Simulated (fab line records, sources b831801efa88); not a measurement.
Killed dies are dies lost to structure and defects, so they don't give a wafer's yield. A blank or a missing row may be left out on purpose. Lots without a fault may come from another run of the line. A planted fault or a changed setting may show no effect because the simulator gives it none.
fab line records | flow gf180mcu
record lots=24 wafers=72 last_day=34
route steps=602 shown VT_IMPLANT@100 NWELL@137 POLY_GATE@168 SAB@275 V2@400 V4@492
lots that met no fault: from a run of the same line without faults
start_h: hours from the record's first day to the start of the lot's first wafer shown | wait_h: hours since the lot's step before | " the same as in the row above | L1.1+2: a row that stands for several wafers | - no value, or no start given | * or withheld: withheld | < > ~ a bound
route shown NAME@n: a module of which the file shows steps, and the number in the route of the first | usual: mean/standard deviation of fault-free wafers | same: alike in all rows | chamber/n: place in a boat | sites: the reading at each site | _std_site: their standard deviation | _edge_site: outer sites' mean less inner sites' | radius_mm: how far each site lies from the wafer's centre | mask NAME#n: copy n | behind: the tool/chamber that last shaped the wafer | hold: why the lot was held/for how many hours/how that ended | device: the transistor (n, p or np) that didn't switch | end of line: the same wafers' tests at the end of the route | a step without rows: its recipe alone | killed: dies lost to structure and defects at the first sort, not the wafer's yield | map: a wafer's dies, x killed, . not, _ none there
set.NAME: the setting as run; set.NAME@STEP: as run at that earlier step | model.NAME: the simulator's own value behind a step, which no gauge read
steps of the route over a sample of lots; a table a step, a row a wafer
services: from which hour (start_h, from the record's first day; less than 0 if before it) a tool's chamber was out of use, for how many hours, and why
## steps
# step GF_VT_IMPLANT_TW_MEAS_10
# usual VT_IMPLANT_TW=563/3.7
# columns lot.wafer tool chamber start_h wait_h VT_IMPLANT_TW
L074.1 film_metro-02 - 114.50 0.1 562
L074.2 " - " " 559
L074.6 " - " " 561
L075.2 film_metro-01 - 119.18 0.1 564
L075.3 " - " " 559
L075.4 " - " " 564
L076.3 film_metro-04 - 125.59 0.1 563
L076.5 " - " " 565
L076.6 " - " " 566
L077.1 film_metro-04 - 129.30 0.1 568
L077.2 " - " " 565
L077.3 " - " " 567
L078.1 film_metro-01 - 134.82 0.1 563
L078.3 " - " " 566
L078.5 " - " " 567
L079.2 film_metro-04 - 136.93 0.1 565
L079.4 " - " " 564
L079.6 " - " " 565
L080.1 film_metro-02 - 146.37 0.1 559
L080.2 " - " " 558
L080.3 " - " " 559
L081.1 film_metro-02 - 153.04 0.1 558
L081.3 " - " " 559
L081.5 " - " " 559
L082.1 film_metro-02 - 157.77 0.1 555
L082.3 " - " " 557
L082.5 " - " " 559
L083.2 film_metro-04 - 164.48 0.1 569
L083.3 " - " " 566
L083.4 " - " " 567
L084.3 film_metro-04 - 173.84 0.1 566
L084.5 " - " " 570
L084.6 " - " " 565
L085.1 film_metro-01 - 178.62 0.1 563
L085.4 " - " " 566
L085.6 " - " " 563
L086.2 film_metro-02 - 183.18 0.1 560
L086.4 " - " " 559
L086.5 " - " " 562
L087.1 film_metro-02 - 190.07 0.1 559
L087.2 " - " " 560
L087.3 " - " " 561
L088.1 film_metro-02 - 198.09 0.1 561
L088.3 " - " " 563
L088.4 " - " " 561
L089.2 film_metro-02 - 204.43 0.1 559
L089.4 " - " " 558
L089.6 " - " " 561
L090.2 film_metro-01 - 214.18 0.1 566
L090.3 " - " " 566
L090.6 " - " " 564
L092.1 film_metro-01 - 229.87 0.1 562
L092.2 " - " " 563
L092.5 " - " " 563
L091.1 film_metro-04 - 231.24 0.1 562
L091.2 " - " " 564
L091.3 " - " " 565
L093.2 film_metro-01 - 239.53 0.1 562
L093.3 " - " " 562
L093.6 " - " " 567
L094.3 film_metro-04 - 242.11 0.1 566
L094.4 " - " " 571
L094.6 " - " " 567
L095.1 film_metro-04 - 248.84 0.1 570
L095.2 " - " " 567
L095.3 " - " " 569
L097.2 film_metro-04 - 253.98 0.1 568
L097.4 " - " " 569
L097.6 " - " " 570
L096.2 film_metro-01 - 257.95 0.1 561
L096.4 " - " " 563
L096.5 " - " " 564
# step GF_VT_IMPLANT_RS_MEAS_47
# recipe thk_meas_gauge=four-point-probe
# usual NWELL_RS=487.6/1.3
# columns lot.wafer tool chamber start_h wait_h NWELL_RS[ohm/sq]
L074.1 film_metro-01 - 159.05 0.1 487.1
L074.2 " - " " 488.2
L074.6 " - " " 489.1
L075.2 film_metro-03 - 164.52 0.1 486.0
L075.3 " - " " 487.6
L075.4 " - " " 486.4
L076.3 film_metro-03 - 171.44 0.1 485.0
L076.5 " - " " 486.7
L076.6 " - " " 486.2
L077.1 film_metro-01 - 177.41 0.1 488.2
L077.2 " - " " 486.9
L077.3 " - " " 485.6
L078.1 film_metro-03 - 184.45 0.1 488.6
L078.3 " - " " 487.1
L078.5 " - " " 487.3
L079.2 film_metro-02 - 185.97 0.1 486.4
L079.4 " - " " 486.8
L079.6 " - " " 487.2
L080.1 film_metro-01 - 195.97 0.1 489.3
L080.2 " - " " 487.5
L080.3 " - " " 487.8
L081.1 film_metro-03 - 204.16 0.1 485.9
L081.3 " - " " 487.0
L081.5 " - " " 485.2
L082.1 film_metro-02 - 208.70 0.1 491.3
L082.3 " - " " 490.0
L082.5 " - " " 488.7
L083.2 film_metro-01 - 215.57 0.1 489.2
L083.3 " - " " 489.0
L083.4 " - " " 488.4
L084.3 film_metro-03 - 227.25 0.1 489.9
L084.5 " - " " 490.1
L084.6 " - " " 487.5
L085.1 film_metro-03 - 232.47 0.1 487.2
L085.4 " - " " 486.2
L085.6 " - " " 487.5
L086.2 film_metro-02 - 237.32 0.1 485.9
L086.4 " - " " 486.2
L086.5 " - " " 485.6
L087.1 film_metro-03 - 245.35 0.1 486.5
L087.2 " - " " 486.6
L087.3 " - " " 488.0
L088.1 film_metro-01 - 254.12 0.1 489.2
L088.3 " - " " 488.0
L088.4 " - " " 489.2
L089.2 film_metro-02 - 259.97 0.1 488.0
L089.4 " - " " 487.6
L089.6 " - " " 488.1
L090.2 film_metro-02 - 270.67 0.1 487.2
L090.3 " - " " 487.9
L090.6 " - " " 489.3
L092.1 film_metro-02 - 286.75 0.1 485.1
L092.2 " - " " 487.0
L092.5 " - " " 486.5
L091.1 film_metro-01 - 288.80 0.1 488.2
L091.2 " - " " 487.6
L091.3 " - " " 488.7
L093.2 film_metro-02 - 296.38 0.1 486.7
L093.3 " - " " 486.1
L093.6 " - " " 486.5
L094.3 film_metro-02 - 300.99 0.1 488.8
L094.4 " - " " 487.6
L094.6 " - " " 488.8
L095.1 film_metro-01 - 307.95 0.1 488.1
L095.2 " - " " 488.2
L095.3 " - " " 488.9
L097.2 film_metro-03 - 314.94 0.1 486.8
L097.4 " - " " 487.0
L097.6 " - " " 486.8
L096.2 film_metro-02 - 316.79 0.1 486.2
L096.4 " - " " 487.2
L096.5 " - " " 487.8
# step GF_POLY_GATE_OVL_MEAS_11
# usual POLY_GATE_OVL=0/5.3
# columns lot.wafer tool chamber start_h wait_h POLY_GATE_OVL[nm]
L074.1 overlay-02 - 197.30 0.1 4
L074.2 " - " " 2
L074.6 " - " " -3
L075.2 overlay-01 - 204.51 0.1 -11
L075.3 " - " " -5
L075.4 " - " " -7
L076.3 overlay-01 - 211.57 0.1 5
L076.5 " - " " 2
L076.6 " - " " 9
L077.1 overlay-02 - 218.38 0.1 3
L077.2 " - " " 5
L077.3 " - " " 2
L078.1 overlay-02 - 226.63 0.1 4
L078.3 " - " " 9
L078.5 " - " " 2
L079.2 overlay-01 - 229.06 0.1 1
L079.4 " - " " 0
L079.6 " - " " 1
L080.1 overlay-01 - 237.15 0.1 -6
L080.2 " - " " -4
L080.3 " - " " 2
L081.1 overlay-01 - 246.85 0.1 -1
L081.3 " - " " 3
L081.5 " - " " 7
L082.1 overlay-02 - 251.90 0.1 10
L082.3 " - " " 7
L082.5 " - " " 5
L083.2 overlay-02 - 259.48 0.1 -6
L083.3 " - " " -13
L083.4 " - " " -9
L084.3 overlay-01 - 271.34 0.1 2
L084.5 " - " " -2
L084.6 " - " " 7
L085.1 overlay-01 - 275.65 0.1 4
L085.4 " - " " -9
L085.6 " - " " -1
L086.2 overlay-01 - 283.76 0.1 0
L086.4 " - " " -5
L086.5 " - " " -6
L087.1 overlay-01 - 289.40 0.1 0
L087.2 " - " " 4
L087.3 " - " " 2
L088.1 overlay-02 - 298.75 0.1 5
L088.3 " - " " -3
L088.4 " - " " -11
L089.2 overlay-01 - 306.46 0.1 4
L089.4 " - " " 1
L089.6 " - " " 1
L090.2 overlay-02 - 316.08 0.1 7
L090.3 " - " " 7
L090.6 " - " " 4
L092.1 overlay-02 - 333.80 0.1 2
L092.2 " - " " -5
L092.5 " - " " -10
L091.1 overlay-01 - 336.37 0.1 4
L091.2 " - " " 1
L091.3 " - " " 9
L093.2 overlay-02 - 343.86 0.1 -1
L093.3 " - " " 7
L093.6 " - " " -1
L094.3 overlay-01 - 347.86 0.1 -4
L094.4 " - " " -9
L094.6 " - " " -8
L095.1 overlay-01 - 354.67 0.1 9
L095.2 " - " " -4
L095.3 " - " " 8
L097.2 overlay-02 - 362.26 0.1 -1
L097.4 " - " " -13
L097.6 " - " " -4
L096.2 overlay-01 - 366.31 0.1 11
L096.4 " - " " 7
L096.5 " - " " 2
# step GF_SAB_ETCH_11
# recipe chemistry=C4F8/O2/Ar mask_material=NOVOLAK target=SiO2 target_depth_nm=55 source_w=1500 bias_w=1200 pressure_mtorr=40 c4f8_flow_sccm=withheld O2_flow_sccm=6 Ar_flow_sccm=300 time_s=8.5
# usual oes_product_au=1.000/0.013 rf_fwd_power_W=1470/9.7
# columns lot.wafer tool chamber start_h wait_h oes_product_au rf_fwd_power_W rf_hours_counter_h
L074.1 rie_diel-02 2 341.76 0.0 1.002 1468 35
L074.2 " 1 " " 0.992 1462 1
L074.6 " 2 " " 0.993 1464 -
L075.2 rie_diel-03 3 351.59 0.0 0.985 1468 11
L075.3 " 3 " " 0.995 1472 -
L075.4 " 1 " " 1.003 1469 -
L076.3 rie_diel-04 2 356.29 0.0 1.008 1475 110
L076.5 " 1 " " 1.005 1454 -
L076.6 " 0 " " 1.019 1459 -
L077.1 rie_diel-02 0 370.14 0.0 0.993 1468 65
L077.2 " 2 " " 0.996 1477 36
L077.3 " 3 " " 0.979 1472 13
L078.1 rie_diel-04 3 374.04 0.0 0.990 1484 108
L078.3 " 2 " " 0.990 1475 111
L078.5 " 0 " " 1.022 1459 -
L079.2 rie_diel-04 2 378.69 0.0 0.997 1483 111
L079.4 " 0 " " 1.028 1462 21
L079.6 " 1 " " 1.020 1456 -
L080.1 rie_diel-04 1 388.89 0.0 1.015 1464 85
L080.2 " 2 " " 0.993 1472 111
L080.3 " 3 " " 0.986 1481 109
L081.1 rie_diel-04 1 403.56 0.0 1.017 1462 86
L081.3 " 2 " " 1.005 1475 111
L081.5 " 0 " " 1.025 1472 -
L082.1 rie_diel-03 3 405.56 0.0 0.982 1469 13
L082.3 " 2 " " 0.999 1484 11
L082.5 " 1 " " 1.005 1471 -
L083.2 rie_diel-03 0 415.29 0.0 1.001 1464 1
L083.3 " 3 " " 0.980 1470 13
L083.4 " 2 " " 0.997 1477 11
L084.3 rie_diel-04 0 430.71 0.0 1.014 1457 22
L084.5 " 3 " " 0.994 1486 -
L084.6 " 1 " " 1.019 1457 -
L085.1 rie_diel-04 1 435.45 0.0 1.003 1471 86
L085.4 " 0 " " 1.007 1464 -
L085.6 " 1 " " 1.009 1474 -
L086.2 rie_diel-03 0 445.71 0.0 1.007 1462 2
L086.4 " 1 " " 1.010 1469 11
L086.5 " 0 " " 0.996 1458 -
L087.1 rie_diel-03 1 452.14 0.0 1.013 1474 12
L087.2 " 3 " " 0.998 1469 13
L087.3 " 2 " " 0.995 1482 11
L088.1 rie_diel-04 0 462.96 0.0 1.016 1460 23
L088.3 " 2 " " 0.988 1480 1
L088.4 " 3 " " 0.974 1491 0
L089.2 rie_diel-04 1 471.79 0.0 1.003 1452 88
L089.4 " 0 " " 1.023 1464 24
L089.6 " 3 " " 0.982 1486 -
L090.2 rie_diel-03 3 483.49 0.0 0.978 1479 14
L090.3 " 1 " " 0.998 1473 13
L090.6 " 1 " " 1.003 1475 -
L091.1 rie_diel-02 1 507.24 0.0 1.014 1464 6
L091.2 " 2 " " 1.006 1473 39
L091.3 " 3 " " 0.982 1471 16
L092.1 rie_diel-03 3 507.54 0.0 0.982 1471 15
L092.2 " 0 " " 0.997 1456 3
L092.5 " 3 " " 0.994 1472 -
L093.2 rie_diel-04 1 515.89 0.0 1.016 1457 89
L093.3 " 2 " " 0.993 1473 3
L093.6 " 2 " " 0.993 1487 -
L094.3 rie_diel-03 1 518.49 0.0 1.011 1467 13
L094.4 " 3 " " 0.989 1476 15
L094.6 " 2 " " 0.993 1484 -
L095.1 rie_diel-04 0 525.94 0.0 1.006 1463 25
L095.2 " 3 " " 0.968 1479 2
L095.3 " 1 " " 1.016 1467 89
L097.2 rie_diel-04 1 536.29 0.0 1.012 1447 90
L097.4 " 0 " " 1.008 1470 25
L097.6 " 0 " " 1.019 1473 -
L096.2 rie_diel-03 3 538.59 0.0 0.991 1473 15
L096.4 " 0 " " 1.008 1453 4
L096.5 " 1 " " 1.005 1473 -
# step GF_V2_STRIP_18
# recipe chemistry=O2/N2 power_w=1400 pressure_mtorr=1500 platen_temp_c=250 o2_flow_sccm=3000 n2_flow_sccm=300 overash_fraction=0.5
# usual drypump_motor_current_A=6.2/0.3 heater_power_w=335/26 oes_product_au=0.593/0.005
# columns lot.wafer tool chamber start_h wait_h drypump_motor_current_A heater_power_w oes_product_au rf_hours_counter_h
L074.1 plasma_asher-04 1 465.44 - 6.2 288 0.594 65
L074.2 " 0 " " 6.7 335 0.600 65
L074.6 " 1 " " 6.2 285 0.594 -
L075.2 plasma_asher-04 0 476.34 - 6.7 338 0.593 66
L075.3 " 0 " " 6.7 336 0.589 -
L075.4 " 1 " " 6.2 289 0.583 -
L076.3 plasma_asher-03 0 482.00 - 6.0 320 0.605 -
L076.5 " 0 " " 5.9 317 0.582 -
L076.6 " 1 " " 5.8 368 0.591 -
L077.1 plasma_asher-04 1 495.14 - 6.2 286 0.598 69
L077.2 " 0 " " 6.7 338 0.602 69
L077.3 " 0 " " 6.7 340 0.595 -
L078.1 plasma_asher-03 1 500.11 - 5.8 364 0.592 41
L078.3 " 1 " " 5.8 373 0.581 -
L078.5 " 1 " " 5.8 378 0.587 -
L079.2 plasma_asher-04 0 505.14 - 6.7 328 0.593 70
L079.4 " 1 " " 6.3 282 0.591 -
L079.6 " 0 " " 6.7 338 0.601 -
L080.1 plasma_asher-03 0 515.49 - 5.9 325 0.597 44
L080.2 " 1 " " 5.8 366 0.597 44
L080.3 " 0 " " 6.0 334 0.601 -
L081.1 plasma_asher-04 1 530.21 - 6.2 296 0.588 71
L081.3 " 1 " " 6.2 284 0.586 -
L081.5 " 1 " " 6.2 285 0.595 -
L082.1 plasma_asher-02 0 532.94 - 6.5 335 0.596 6
L082.3 " 1 " " 6.4 349 0.592 -
L082.5 " 0 " " 6.5 324 0.597 -
L083.2 plasma_asher-03 0 541.64 - 6.0 322 0.595 48
L083.3 " 0 " " 6.0 322 0.592 -
L083.4 " 1 " " 5.8 362 0.591 -
L084.3 plasma_asher-02 0 556.50 - 6.4 329 0.586 -
L084.5 " 0 " " 6.4 318 0.594 -
L084.6 " 1 " " 6.4 353 0.595 -
L085.1 plasma_asher-03 0 559.78 - 5.9 326 0.601 50
L085.4 " 0 " " 6.0 325 0.587 -
L085.6 " 1 " " 5.8 371 0.599 -
L086.2 plasma_asher-02 0 570.24 - 6.4 325 0.599 11
L086.4 " 0 " " 6.5 323 0.596 -
L086.5 " 1 " " 6.4 347 0.589 -
L087.1 plasma_asher-03 1 575.98 - 5.8 366 0.598 52
L087.2 " 0 " " 5.9 324 0.600 52
L087.3 " 1 " " 5.8 369 0.591 -
L088.1 plasma_asher-03 1 584.24 - 5.8 372 0.594 53
L088.3 " 0 " " 5.9 321 0.586 -
L088.4 " 1 " " 5.8 357 0.592 -
L089.2 plasma_asher-04 1 590.38 - 6.2 290 0.585 75
L089.4 " 0 " " 6.7 337 0.590 -
L089.6 " 0 " " 6.7 334 0.590 -
L090.2 plasma_asher-02 1 603.59 - 6.4 344 0.588 15
L090.3 " 1 " " 6.4 350 0.601 -
L090.6 " 1 " " 6.4 357 0.596 -
L091.1 plasma_asher-02 1 623.86 - 6.3 352 0.589 18
L091.2 " 0 " " 6.4 332 0.591 18
L091.3 " 1 " " 6.4 357 0.593 -
L092.1 plasma_asher-03 1 624.84 - 5.8 358 0.591 58
L092.2 " 0 " " 5.9 310 0.591 58
L092.5 " 1 " " 5.8 373 0.590 -
L093.2 plasma_asher-03 1 631.91 - 5.8 368 0.590 59
L093.3 " 1 " " 5.8 370 0.594 -
L093.6 " 1 " " 5.8 368 0.597 -
L094.3 plasma_asher-02 1 634.92 - 6.4 364 0.591 -
L094.4 " 0 " " 6.4 320 0.596 -
L094.6 " 1 " " 6.4 358 0.589 -
L095.1 plasma_asher-03 1 641.11 - 5.8 374 0.582 60
L095.2 " 0 " " 6.0 324 0.591 60
L095.3 " 0 " " 6.0 321 0.590 -
L097.2 plasma_asher-03 1 650.01 - 5.8 366 0.593 61
L097.4 " 0 " " 5.9 316 0.592 -
L097.6 " 1 " " 5.8 367 0.589 -
L096.2 plasma_asher-02 1 651.66 - 6.4 353 0.593 21
L096.4 " 1 " " 6.3 351 0.601 -
L096.5 " 1 " " 6.4 349 0.588 -
# step GF_V4_ETCH_16
# recipe chemistry=N2/H2 target_depth_a=withheld overetch_a=withheld time_s=withheld target=BARC ion_energy_ev=200 source_w=500 bias_w=100 pressure_mtorr=30 n2_flow_sccm=100 h2_flow_sccm=200
# usual drypump_motor_current_A=5.7/0.46 oes_product_au=0.855/0.0045 rf_fwd_power_W=494.6/2.7 throttle_valve_pct=13.225/0.0099
# columns lot.wafer tool chamber start_h wait_h drypump_motor_current_A oes_product_au rf_fwd_power_W throttle_valve_pct
L074.1 rie_diel-02 0 563.11 0.0 6.4 0.845 488.7 13.227
L074.2 " 1 " " 5.6 0.855 492.9 13.219
L074.6 " 0 " " 6.4 0.850 487.5 13.203
L075.2 rie_diel-01 1 575.21 0.0 5.2 0.855 496.7 13.217
L075.3 " 2 " " 4.8 0.846 495.0 13.244
L075.4 " 0 " " 5.9 0.844 495.7 13.217
L076.3 rie_diel-04 2 578.11 0.0 5.1 0.856 496.0 13.218
L076.5 " 2 " " 5.1 0.860 495.5 13.221
L076.6 " 3 " " 5.6 0.855 499.1 13.229
L077.1 rie_diel-04 2 589.61 0.0 5.1 0.842 497.3 13.224
L077.2 " 0 " " 6.4 0.856 490.2 13.214
L077.3 " 1 " " 5.6 0.853 493.0 13.224
L078.1 rie_diel-04 1 595.48 0.0 5.6 0.853 490.7 13.220
L078.3 " 0 " " 6.4 0.858 490.8 13.216
L078.5 " 0 " " 6.4 0.854 489.0 13.202
L079.2 rie_diel-01 1 599.01 0.0 5.2 0.853 494.1 13.246
L079.4 " 3 " " 5.9 0.854 495.3 13.235
L079.6 " 0 " " 5.8 0.856 494.4 13.240
L080.1 rie_diel-04 3 609.83 0.0 5.6 0.852 497.9 13.228
L080.2 " 0 " " 6.4 0.860 492.2 13.236
L080.3 " 1 " " 5.6 0.859 491.7 13.210
L081.1 rie_diel-04 3 623.11 0.0 5.6 0.851 496.9 13.215
L081.3 " 1 " " 5.6 0.854 493.2 13.227
L081.5 " 1 " " 5.6 0.858 492.1 13.217
L082.1 rie_diel-02 2 625.66 0.0 6.0 0.859 495.9 13.217
L082.3 " 1 " " 5.6 0.860 495.5 13.233
L082.5 " 3 " " 5.8 0.855 495.1 13.236
L083.2 rie_diel-04 1 634.28 0.0 5.6 0.859 492.0 13.234
L083.3 " 0 " " 6.4 0.862 489.0 13.206
L083.4 " 3 " " 5.6 0.854 499.0 13.221
L084.3 rie_diel-01 3 645.56 0.0 6.0 0.857 495.3 13.226
L084.5 " 2 " " 4.9 0.855 491.9 13.222
L084.6 " 1 " " 5.2 0.863 498.6 13.222
L085.1 rie_diel-04 0 650.01 0.0 6.4 0.848 491.4 13.225
L085.4 " 2 " " 5.1 0.856 496.7 13.227
L085.6 " 0 " " 6.4 0.852 491.2 13.233
L086.2 rie_diel-02 1 659.16 0.0 5.6 0.850 493.5 13.238
L086.4 " 0 " " 6.4 0.854 490.9 13.223
L086.5 " 0 " " 6.4 0.854 490.4 13.225
L087.1 rie_diel-02 2 663.41 0.0 6.0 0.856 493.4 13.228
L087.2 " 3 " " 5.8 0.853 495.2 13.204
L087.3 " 1 " " 5.6 0.852 495.5 13.215
L088.1 rie_diel-01 0 671.58 0.0 5.8 0.859 497.6 13.223
L088.3 " 2 " " 4.9 0.851 492.4 13.234
L088.4 " 3 " " 6.0 0.856 499.6 13.232
L089.2 rie_diel-01 2 676.21 0.0 4.9 0.860 496.3 13.213
L089.4 " 1 " " 5.2 0.852 497.8 13.228
L089.6 " 0 " " 5.8 0.854 496.6 13.226
L090.2 rie_diel-04 0 687.68 0.0 6.3 0.850 490.5 13.213
L090.3 " 1 " " 5.6 0.856 491.4 13.235
L090.6 " 1 " " 5.6 0.852 494.6 13.230
L091.1 rie_diel-01 0 706.35 0.0 5.8 0.863 495.2 13.228
L091.2 " 3 " " 6.0 0.854 496.3 13.229
L091.3 " 2 " " 4.9 0.863 497.2 13.219
L092.1 rie_diel-01 0 708.01 0.0 5.8 0.857 495.4 13.219
L092.2 " 3 " " 6.0 0.860 498.9 13.222
L092.5 " 1 " " 5.2 0.858 496.8 13.234
L093.2 rie_diel-02 0 714.30 0.0 6.4 0.860 491.2 13.230
L093.3 " 2 " " 6.0 0.849 495.4 13.238
L093.6 " 1 " " 5.6 0.856 493.9 13.211
L094.3 rie_diel-04 1 715.71 0.0 5.6 0.853 493.8 13.242
L094.4 " 2 " " 5.1 0.862 494.7 13.219
L094.6 " 0 " " 6.4 0.855 490.2 13.213
L095.1 rie_diel-02 0 719.98 0.0 6.4 0.853 492.8 13.223
L095.2 " 1 " " 5.6 0.849 490.8 13.231
L095.3 " 3 " " 5.9 0.856 497.0 13.244
L097.2 rie_diel-01 2 729.90 0.0 4.8 0.857 494.9 13.210
L097.4 " 3 " " 6.0 0.855 496.8 13.223
L097.6 " 2 " " 4.8 0.855 496.5 13.238
L096.2 rie_diel-04 0 731.60 0.0 6.4 0.852 489.6 13.230
L096.4 " 1 " " 5.6 0.855 489.9 13.217
L096.5 " 2 " " 5.1 0.852 498.5 13.236
## services
# columns tool chamber start_h hours kind
rie_diel-01 - 329.03 14.6 pm
rie_diel-03 2 347.68 6.8 repair
rie_diel-01 2 355.28 14.6 repair
rie_diel-01 1 365.63 6.6 repair
rie_diel-01 - 376.09 0.2 repair
rie_diel-02 2 397.49 8.1 repair
rie_diel-03 0 402.66 8.2 repair
rie_diel-04 2 407.06 2.1 repair
plasma_asher-02 - 418.98 13.3 repair
rie_diel-01 3 425.54 2.6 repair
rie_diel-03 0 482.73 7.4 repair
rie_diel-04 0 529.30 5.4 repair
rie_diel-02 2 536.83 2.7 repair
rie_diel-01 2 537.19 6.6 repair
rie_diel-01 3 573.04 1.5 repair
rie_diel-01 2 581.43 6.8 repair
rie_diel-03 - 599.83 14.6 pm
rie_diel-01 3 602.29 7.6 repair
plasma_asher-03 - 602.71 1.7 repair
rie_diel-02 - 638.78 0.3 repair
rie_diel-04 3 651.61 9.5 repair
rie_diel-04 - 699.15 2.8 pm
rie_diel-01 - 714.29 2.8 pm
rie_diel-03 - 714.64 0.8 repair
## key
fault none
